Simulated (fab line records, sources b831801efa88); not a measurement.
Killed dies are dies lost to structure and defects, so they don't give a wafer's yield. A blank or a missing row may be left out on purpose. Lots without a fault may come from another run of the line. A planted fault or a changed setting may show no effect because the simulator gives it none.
Chamber matching | flow sky130 | SKY_CAP2M_CVD_00 on pecvd-03: 3 sister chambers
The step deposits SiO2, target thk 15.5 nm. 3 wafers are shown with their chamber, then 10 later ones without.

WAFERS WITH THEIR CHAMBER
wafer  | chamber | heater_power_w (W)
L087.2 | 0       | 703
L087.4 | 2       | 559
L089.4 | 1       | 834

WAFERS WITHOUT THEIR CHAMBER
wafer  | heater_power_w (W)
L089.5 | 659
L091.1 | 731
L091.3 | 632
L091.6 | 746
L094.2 | 704
L094.3 | 609
L094.5 | 609
L095.1 | 583
L095.3 | 822
L095.6 | 595

WHICH CHAMBER EACH WENT THROUGH
wafer  | from the rows above     | in truth
L089.5 | can't be placed: 0 or 2 | 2
L091.1 | can't be placed: 0 or 1 | 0
L091.3 | can't be placed: 0 or 2 | 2
L091.6 | can't be placed: 0 or 1 | 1
L094.2 | 0                       | 0
L094.3 | can't be placed: 2 or 0 | 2
L094.5 | can't be placed: 2 or 0 | 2
L095.1 | 2                       | 2
L095.3 | 1                       | 1
L095.6 | can't be placed: 2 or 0 | 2
Placed correctly: 3 of 10. Can't be placed from these rows: 7 (the true chamber is among the candidates in 7). Placed wrongly: 0.
How it was worked out, from the rows above alone: a wafer's distance from a chamber is the root of the sum, over the readings, of the square of ((its reading less the chamber's mean) divided by the reading's scatter). The wafer belongs to the nearest chamber; if the next one is less than 2 further off, it can't be placed. A chamber's mean is the mean of its shown wafers. The scatter: with one shown wafer a chamber, the root of the mean of the squares of how far each hidden wafer lies from its nearest shown one.
